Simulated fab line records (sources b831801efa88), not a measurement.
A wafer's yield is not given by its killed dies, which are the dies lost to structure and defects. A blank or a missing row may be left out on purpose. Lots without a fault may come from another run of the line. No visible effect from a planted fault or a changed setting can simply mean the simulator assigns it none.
Matching of chambers	flow gf180mcu	GF_V2_ETCH_16 on rie diel-01: 4 sister chambers
The step etches BARC in N2/H2. 16 wafers are shown with their chamber, then 8 later ones without.

## WAFERS, EACH WITH ITS CHAMBER
wafer	chamber	drypump motor current A (A)	oes product au (a.u.)	throttle valve pct (%)
L620.3	0	6.3	0.862	13.233
L620.4	2	5.7	0.845	13.218
L620.6	0	6.3	0.854	13.227
L622.2	1	5.2	0.849	13.224
L622.4	3	5.9	0.858	13.216
L622.5	1	5.2	0.853	13.218
L625.2	1	5.2	0.860	13.220
L625.3	0	6.3	0.848	13.212
L625.4	2	5.7	0.840	13.239
L627.1	1	5.2	0.850	13.217
L627.4	3	5.9	0.849	13.244
L627.6	3	5.9	0.852	13.231
L628.2	2	5.7	0.852	13.240
L628.3	1	5.2	0.855	13.230
L628.4	0	6.2	0.851	13.242
L631.1	0	6.2	0.863	13.220

SIGNATURES, as means of the wafers listed above
reading	chamber 0	chamber 1	chamber 2	chamber 3	scatter within a chamber
drypump motor current A	6.260	5.200	5.700	5.900	0.0316
oes product au	0.85560	0.85340	0.84567	0.85300	0.00555
throttle valve pct	13.22680	13.22180	13.23233	13.23033	0.0106
Rule: distance of a wafer from a chamber = root of the sum over the readings of ((wafer's reading minus chamber's mean) / reading's scatter) squared. The wafer belongs to the nearest chamber; if the next one is less than 2 further off, it can't be placed. How the scatter is found: for the shown wafers, subtract from each reading the mean of its chamber, square and add these, divide the total by (wafers less chambers), then take the root.

## WAFERS WITH NO CHAMBER GIVEN
wafer	drypump motor current A (A)	oes product au (a.u.)	throttle valve pct (%)
L631.2	5.2	0.858	13.228
L631.4	5.8	0.860	13.245
L635.1	6.2	0.852	13.222
L635.2	5.7	0.853	13.244
L635.5	5.9	0.849	13.223
L642.3	6.2	0.865	13.224
L642.4	5.7	0.849	13.212
L642.5	5.7	0.862	13.235

## WHICH CHAMBER EACH WENT THROUGH
wafer	from the rows above	in truth
L631.2	1	1
L631.4	can't be placed: 3 or 2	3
L635.1	0	0
L635.2	2	2
L635.5	3	3
L642.3	0	0
L642.4	2	2
L642.5	2	2
7 of 8 placed correctly. From these rows, 1 cannot be placed; in 1 the true chamber is one of the candidates. Number placed wrongly: 0.
